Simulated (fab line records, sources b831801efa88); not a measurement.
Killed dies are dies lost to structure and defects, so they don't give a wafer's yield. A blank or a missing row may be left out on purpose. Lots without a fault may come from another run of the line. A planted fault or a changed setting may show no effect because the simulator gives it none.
Which tool did it? | flow sky130 | 10 lots, 30 wafers sampled, at 1 step of a route of 708

WHAT THE GAUGES READ, wafer by wafer
SKY_NWELL_OVL_MEAS_23.
lot  | measured     | on         | NWELL_01_OVL (nm)
L214 | day 6 09:14  | overlay-01 | -1.4 -1.4 -0.1
L216 | day 6 20:38  | overlay-02 | -0.9 -0.8 -0.2
L219 | day 7 16:23  | overlay-02 | 0.0 -0.2 0.1
L220 | day 7 18:35  | overlay-01 | -0.4 2.2 0.6
L223 | day 8 14:45  | overlay-02 | -0.2 -0.1 2.1
L224 | day 8 19:32  | overlay-02 | 1.3 2.8 2.9
L225 | day 9 07:50  | overlay-01 | 2.4 0.1 2.5
L231 | day 10 12:02 | overlay-02 | 2.1 2.1 1.7
L232 | day 10 13:19 | overlay-01 | 1.1 0.9 1.4
L233 | day 11 00:26 | overlay-02 | 2.0 3.4 3.1

WHICH TOOL RAN EACH LOT (tool, then ch and the chambers of the sampled wafers, then the start)
The record holds no process step before these readings.

THE ANSWER, worked out from the rows above alone
Rule: what is usual is taken from the lots themselves. Put in order of their means at a reading, lots are off if they are a third of the lots or fewer, leave a main group of 4 or more, and stand apart from it by a gap of 3 or more times the standard deviation of the main group's means; of several such gaps the widest counts. A main group whose means are all the same, to the digits that the tables above print for the reading, isn't used. A lot without any number at a reading at which 4 lots or more have one is off too. The other lots that the step has rows for count as sound.
No lot is off at any reading shown: from this, nothing can be told.

WHAT THE SIMULATOR HAD PUT IN
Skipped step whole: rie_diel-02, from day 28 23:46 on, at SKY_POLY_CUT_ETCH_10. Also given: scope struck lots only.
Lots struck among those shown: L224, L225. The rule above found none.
